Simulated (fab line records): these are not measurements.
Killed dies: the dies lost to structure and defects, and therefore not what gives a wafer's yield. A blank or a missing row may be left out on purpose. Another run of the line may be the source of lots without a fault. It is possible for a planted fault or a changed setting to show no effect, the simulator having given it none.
Struck lot and sound lot, side by side || flow sky130 || 15 out of 708 route steps
Sound: these wafers, L640.2, L640.4, L640.6. Struck: wafers L638.2, L638.4, L638.5. The cause comes at the end.
For every step that has rows: the tool of each side, followed by ch and its chambers, followed by its first start. Under that, the readings that differ: sound wafers || struck wafers || difference of the means || sigmas: that difference in standard deviations of wafers without a fault.
alike: readings with means less than 2 such deviations apart, plus words and numbers identical on both sides. not compared: withheld readings, readings lacking a value on some wafer, bounds such as >300 that could conceal the same value, and numbers that have no deviation in the record and whose values overlap.
Wherever a step has rows on one side only, a row that says differs or no value, or a row with sigmas, the two part there. Non-overlapping numbers with no deviation appear without sigmas and do not part them. Lack of a reading on every wafer of one side parts them only where that side has two or more wafers.

first, 1 step without rows for these wafers: SKY_GATE_OXIDE_OXIDATION_01 (stabilise 600 s, purge 300 s, target thk 10.268 nm).
SKY_GATE_OXIDE_THK_MEAS_02:
  sound on film-metro-03 at day 16 11:58; struck on film-metro-03 at day 15 17:58
  alike: GATE_OXIDE_OXIDATION_00_THK
then, 7 steps without rows for these wafers: SKY_GATE_OXIDE_DEHYDRATE_03 (time 60 s); SKY_GATE_OXIDE_HMDS_04 (prime time 60 s); SKY_GATE_OXIDE_COAT_05 (resist thk 1140 nm); SKY_GATE_OXIDE_SOFTBAKE_06 (time 58.04 s); SKY_GATE_OXIDE_EXPOSE_07 (exposes mask LVOM, target cd 600 nm); SKY_GATE_OXIDE_PEB_08; SKY_GATE_OXIDE_DEVELOP_09 (develop time 60 s).
SKY_GATE_OXIDE_OVL_MEAS_10:
  sound on overlay-01 at day 17 16:20; struck on overlay-01 at day 16 22:01
  alike: GATE_OXIDE_OVL
then, 2 steps without rows for these wafers: SKY_GATE_OXIDE_IMPLANT_11; SKY_GATE_OXIDE_WET_ETCH_12 (etches SiO2 in dHF, target depth 16.8 nm, time 336 s).
SKY_GATE_OXIDE_STRIP_13: strips in O2/N2.
  sound on plasma-asher-01 ch 0, day 17 16:37; struck on plasma-asher-03 ch 0,1, day 16 22:18
  no value came back on the struck wafers for any of 6 readings (chamber-pressure-mTorr (mTorr), drypump-motor-current-A (A) and others); on the sound wafers chamber-pressure-mTorr (mTorr) reads 1499.3 1498.5 1501.5
{"reading": "model.NOVOLAK_of_GATE_OXIDE_COAT_05.thk-nm (nm)", "sound": "0 0 0", "struck": "1146 1142 1144", "difference": "+1144", "sigmas": ""}
  not compared: rf-hours-counter-h
SKY_GATE_OXIDE_TW_MEAS_14:
  sound on film-metro-03 at day 17 16:43; struck on film-metro-01 at day 16 22:25
  alike: GATE_OXIDE_TW
-- a jump in the record: the struck wafers' starts before and after are 31 days apart (it breaks off in module GATE_OXIDE and resumes in module PAD_OPEN, where the first step shown is number 708 of the route) --
SKY_PAD_OPEN_PROBE_99:
  sound on prober-02 at day 48 17:46; struck on prober-01 at day 47 22:05
{"reading": "killed-at-front-end", "sound": "13 11 8", "struck": "417 416 421", "difference": "+407", "sigmas": "+99 or more"}
{"reading": "killed-dies", "sound": "84 76 78", "struck": "492 492 492", "difference": "+413", "sigmas": "+46"}
{"reading": "killed-on-rim", "sound": "15 14 21", "struck": "96 96 96", "difference": "+79", "sigmas": "+21"}
  alike: killed_at_M0_to_M3, killed_at_M4_up, killed-at-contacts, killed-at-other, killed-open, killed-short

WHERE THEY PART
Last at SKY_PAD_OPEN_PROBE_99 as far as this record goes, first at SKY_GATE_OXIDE_STRIP_13.

WHY: what had been put in by the simulator
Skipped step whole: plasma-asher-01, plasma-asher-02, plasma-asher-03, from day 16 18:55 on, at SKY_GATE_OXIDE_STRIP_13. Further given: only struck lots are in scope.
